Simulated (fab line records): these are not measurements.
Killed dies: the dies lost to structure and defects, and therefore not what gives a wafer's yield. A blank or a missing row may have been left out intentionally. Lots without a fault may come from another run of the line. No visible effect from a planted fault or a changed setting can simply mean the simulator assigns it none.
Which of the tools did it?	flow gf180mcu	36 wafers from 12 lots sampled at 6 of the route's 602 steps

WHAT EACH GAUGE READ, for each wafer
GF_PSD_RS_MEAS_14: measurement is done with a four-point probe. Usual: NSD_RS 46.14 ohm/sq, standard deviation 0.082.
lot	measured	on	NSD_RS (ohm/sq)	flag
L255	day 14 08:34	film metro-01	46.16 46.20 46.22	
L257	day 15 01:45	film metro-02	46.21 46.11 46.22	
L259	day 15 19:25	film metro-02	46.14 46.06 45.95	
L261	day 16 09:37	film metro-04	46.24 46.20 46.25	
L262	day 16 14:19	film metro-01	46.16 46.16 46.16	
L263	day 17 01:25	film metro-01	46.09 46.06 46.23	
L266	day 18 10:23	film metro-02	46.18 46.28 46.10	
L268	day 18 23:02	film metro-02	46.17 46.17 46.14	
L274	day 20 21:59	film metro-01	42.13 42.05 42.12	OFF
L276	day 21 18:02	film metro-04	42.17 42.14 42.13	OFF
L277	day 21 19:32	film metro-02	46.22 46.29 46.19	
L278	day 22 06:38	film metro-02	46.03 46.07 46.13	

GF_PSD_RS_MEAS_15: measurement is done with a four-point probe. Usual: PSD_RS 108.63 ohm/sq, standard deviation 0.26.
lot	measured	on	PSD_RS (ohm/sq)	flag
L255	day 14 08:41	film metro-01	108.50 108.70 108.59	
L257	day 15 01:52	film metro-02	108.71 108.78 108.46	
L259	day 15 19:32	film metro-02	108.84 108.49 108.53	
L261	day 16 09:44	film metro-04	108.89 108.88 109.30	
L262	day 16 14:26	film metro-01	109.00 108.93 109.20	
L263	day 17 01:32	film metro-01	108.61 108.26 108.79	
L266	day 18 10:30	film metro-02	108.62 108.82 108.05	
L268	day 18 23:10	film metro-02	108.63 108.85 108.98	
L274	day 20 22:06	film metro-01	101.53 101.10 101.78	OFF
L276	day 21 18:09	film metro-04	101.48 101.63 101.80	OFF
L277	day 21 19:39	film metro-02	108.68 108.60 108.61	
L278	day 22 06:46	film metro-02	108.46 108.53 108.61	

GF_SALICIDE_RS_MEAS_04: measurement is done with a four-point probe. Usual: SALICIDE_TIN_RS 16.5 ohm/sq, standard deviation 0.38.
lot	measured	on	SALICIDE_TIN_RS (ohm/sq)	flag
L255	day 15 06:25	film metro-04	16.2 16.7 16.3	
L257	day 16 00:08	film metro-04	16.6 16.7 16.7	
L259	day 16 17:56	film metro-04	16.4 16.4 16.0	
L261	day 17 09:04	film metro-03	16.7 16.6 16.6	
L262	day 17 13:43	film metro-02	16.9 17.2 17.2	
L263	day 18 01:23	film metro-03	16.0 16.1 16.1	
L266	day 19 11:09	film metro-02	16.0 16.0 16.1	
L268	day 20 00:41	film metro-04	15.9 16.1 16.0	
L274	day 21 22:35	film metro-04	17.0 16.7 16.6	
L276	day 22 18:07	film metro-03	17.1 17.3 17.2	
L277	day 22 19:37	film metro-02	16.9 17.0 17.2	
L278	day 23 06:49	film metro-03	16.6 16.2 16.5	

GF_CONTACT_BOW_MEAS_05. Usual: CONTACT_BOW 64 um, standard deviation 6.4.
lot	measured	on	CONTACT_BOW (um)	flag
L255	day 15 07:25	film metro-04	58 59 65	
L257	day 16 01:08	film metro-04	55 53 48	
L259	day 16 18:56	film metro-01	64 63 69	
L261	day 17 10:08	film metro-04	73 67 70	
L262	day 17 14:43	film metro-04	63 67 60	
L263	day 18 02:26	film metro-04	60 53 55	
L266	day 19 12:09	film metro-04	63 60 65	
L268	day 20 01:47	film metro-04	56 64 60	
L274	day 21 23:37	film metro-04	52 66 71	
L276	day 22 19:08	film metro-03	58 64 66	
L277	day 22 20:38	film metro-01	64 62 71	
L278	day 23 07:50	film metro-03	60 53 66	

WHICH TOOL RAN EACH LOT (tool, then ch and the chambers of the sampled wafers, then the start)
lot	GF_PSD_STRIP_10	GF_PSD_RTA_13
L255	plasma asher-03 ch 0,1, day 14 08:15	rtp anneal-02 ch 0, day 14 08:28
L257	plasma asher-02 ch 0,1, day 15 01:26	rtp anneal-01 ch 0, day 15 01:40
L259	plasma asher-02 ch 0,1, day 15 19:07	rtp anneal-02 ch 0, day 15 19:19
L261	plasma asher-03 ch 0,1, day 16 09:19	rtp anneal-02 ch 0, day 16 09:31
L262	plasma asher-03 ch 0,1, day 16 13:59	rtp anneal-01 ch 0, day 16 14:13
L263	plasma asher-03 ch 0,1, day 17 01:07	rtp anneal-02 ch 0, day 17 01:20
L266	plasma asher-03 ch 0,1, day 18 10:05	rtp anneal-02 ch 0, day 18 10:18
L268	plasma asher-04 ch 0, day 18 22:45	rtp anneal-02 ch 0, day 18 22:58
L274	plasma asher-03 ch 0,1, day 20 21:41	rtp anneal-02 ch 0, day 20 21:54
L276	plasma asher-04 ch 0,1, day 21 17:44	rtp anneal-02 ch 0, day 21 17:57
L277	plasma asher-04 ch 0,1, day 21 19:14	rtp anneal-01 ch 0, day 21 19:27
L278	plasma asher-04 ch 0,1, day 22 06:20	rtp anneal-01 ch 0, day 22 06:33
- GF_PSD_STRIP_10: strips in O2/N2.
- GF_PSD_RTA_13: time 20 s.

WHAT THE TOOLS THEMSELVES READ (means of the sampled wafers that have a number; where no wafer has one, the mark that the record gives instead)
GF_PSD_STRIP_10. Usual: drypump motor current A 5.7 A, standard deviation 0.68; heater power w 320 W, standard deviation 24; oes product au 0.592 a.u., standard deviation 0.0046; strip time to endpoint s 16.54 s, standard deviation 0.04.
lot	tool	drypump motor current A (A)	heater power w (W)	oes product au (a.u.)	strip time to endpoint s (s)	flag
L255	plasma asher-03	5.5	319	0.590	16.54	
L257	plasma asher-02	5.2	297	0.593	16.60	
L259	plasma asher-02	5.2	295	0.595	16.54	
L261	plasma asher-03	6.2	325	0.588	16.52	
L262	plasma asher-03	5.5	320	0.590	16.54	
L263	plasma asher-03	6.2	329	0.595	16.50	
L266	plasma asher-03	6.2	326	0.593	16.55	
L268	plasma asher-04	5.8	359	0.593	16.50	
L274	plasma asher-03	6.2	332	0.590	16.48	
L276	plasma asher-04	5.8	344	0.587	16.57	
L277	plasma asher-04	5.8	339	0.595	16.59	
L278	plasma asher-04	5.7	337	0.595	16.51	

GF_PSD_RTA_13. Usual: lamp power pct 37 %, standard deviation 4.8; run length s 49.1 s, standard deviation 0.46; wafer_temp_C_max 1028.6, standard deviation 0.8.
lot	tool	lamp power pct (%)	run length s (s)	wafer_temp_C_max	flag
L255	rtp anneal-02	32	49.3	1027.4	
L257	rtp anneal-01	42	49.0	1029.1	
L259	rtp anneal-02	32	49.2	1028.4	
L261	rtp anneal-02	32	49.3	1028.8	
L262	rtp anneal-01	42	49.1	1029.0	
L263	rtp anneal-02	32	49.2	1028.5	
L266	rtp anneal-02	32	49.2	1028.1	
L268	rtp anneal-02	32	49.0	1028.2	
L274	rtp anneal-02	32	71.7	1028.0	OFF
L276	rtp anneal-02	32	71.6	1028.4	OFF
L277	rtp anneal-01	42	48.7	1028.8	
L278	rtp anneal-01	42	49.0	1028.7	

THE ANSWER, worked out from the rows above alone
Rule: a lot is off if the mean of its wafers that have a number lies more than 3 standard deviations from the usual mean. Also off: a lot with no number at a reading for which 4 or more lots have one. The other lots that the step has rows for count as sound. After the gauges, taken in route order, come the tools' own readings; for these a lot's mean is taken, as printed above. At the first step where some lot is off, the reading lying furthest off is the one used; lots without a number count as furthest.
Off: L274, L276, at GF_PSD_RS_MEAS_14 (NSD_RS).
A tool fits if, at a process step before that reading, it ran every lot that is off, and no sound lot after the first of them. The gauges at GF_PSD_RS_MEAS_14 aren't tried: what is off there is off at GF_PSD_RTA_13 too, on other tools, and a gauge's error can't cause that. One fits: rtp anneal-02 at GF_PSD_RTA_13. Its last sound lot is L268 (day 18 22:58), its first lot that is off L274 (day 20 21:54): a fault that began between those two fits.
On the lots that are off, the tool's own readings at GF_PSD_RTA_13 differ by more than 5 times the standard deviation of the sound lots' means, which bears it out; run length s reads 71.7 s there versus 49.1 s on the sound lots.

WHAT HAD BEEN PUT IN BY THE SIMULATOR
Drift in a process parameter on rtp anneal-02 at GF_PSD_RTA_13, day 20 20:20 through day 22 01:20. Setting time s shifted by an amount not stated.
Lots struck among those shown: L274, L276. The same result came from the rule above.
